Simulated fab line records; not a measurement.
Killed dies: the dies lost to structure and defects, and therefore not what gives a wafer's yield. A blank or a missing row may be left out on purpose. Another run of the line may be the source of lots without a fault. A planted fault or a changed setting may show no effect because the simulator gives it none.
Problem report in the 8D (eight disciplines) form, filled by code	flow gf180mcu	the parts of the form that need people (team, actions taken, sign-off) are left out

== 1. WHAT IS WRONG ==
A mean of 7868.0 W is read at GF_M3_SPUTTER_04 for cathode-dc-power-W, taken on 1 wafer of 1 lot, against 6500.0 W (standard deviation 1.1) on wafers free of any fault. That is +99 or more standard deviations from the usual mean.
The step: material TiN, target thk 50 nm, time 41.7 s.
First seen on wafer L548.2, day 24 22:30, on pvd-sputter-04. The record holds 38 wafers of 13 lots with a number at this step. Rule for "out", or "out of limits": more than 4 standard deviations from the usual mean. All remaining wafers that have a number are taken as sound.

== 2. WHAT IT IS, WHAT IT ISN'T ==
question	is	is not
which readings at this step	cathode-dc-power-W	throttle-valve-pct
which lots	L548	L536, L537, L538, L539, L541, L542, L544, L545, L546, L553, L557, L558
which wafers of those lots	L548.2	L548.1, L548.4
read on which tools	pvd-sputter-04	pvd-sputter-01, pvd-sputter-02
when	from day 24 22:30	up to then (29 sound wafers); but 8 sound wafers of L553, L557, L558 came after

== 3. SUSPECTS, AND WHAT RULES EACH OUT ==
Counting: if a tool at a process step up to the reading ran every lot that is out, it stays a suspect. Sound lots after the first of them don't rule it out here, since some wafers of a struck lot are sound.
- pvd-sputter-04 at GF_M3_SPUTTER_04 (material TiN, target thk 50 nm, time 41.7 s): kept. It ran the lot that is out, L548 (day 24 22:30); its last sound lot up to then is L544 (day 23 08:34). Out on those wafers are its own readings of cathode-dc-power-W.
Left after counting: pvd-sputter-04 at GF_M3_SPUTTER_04.

== 4. THE CAUSE (what the simulator had put in) ==
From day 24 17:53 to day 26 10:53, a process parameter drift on pvd-sputter-04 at GF_M3_SPUTTER_04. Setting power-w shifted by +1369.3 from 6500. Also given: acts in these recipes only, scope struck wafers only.
Only this tool survived the counting.

== 5. THE EFFECT CHAIN, in route order ==
One row per reading whose mean, taken over the struck wafers that have a number, lies over 3 standard deviations from the usual. Readings are gone through only where the record gives a usual standard deviation; hours: the median, over the lots, of the time from a lot's start at the first step in this table giving one to that lot's start at this step; sigmas: the change measured in usual standard deviations.
hours	step	reading	usual	on struck wafers	change	sigmas
0	GF_M3_SPUTTER_04	cathode-dc-power-W	6500.0 W	7868.0	+1368.0	+99 or more
Here are the process steps it includes:
- GF_M3_SPUTTER_04: material TiN, target thk 50 nm, time 41.7 s.

== 6. HOW IT WOULD HAVE BEEN CAUGHT EARLIER ==
The fault began at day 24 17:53; the first out-of-limits reading in this record came at day 24 22:30, 5 hours later.
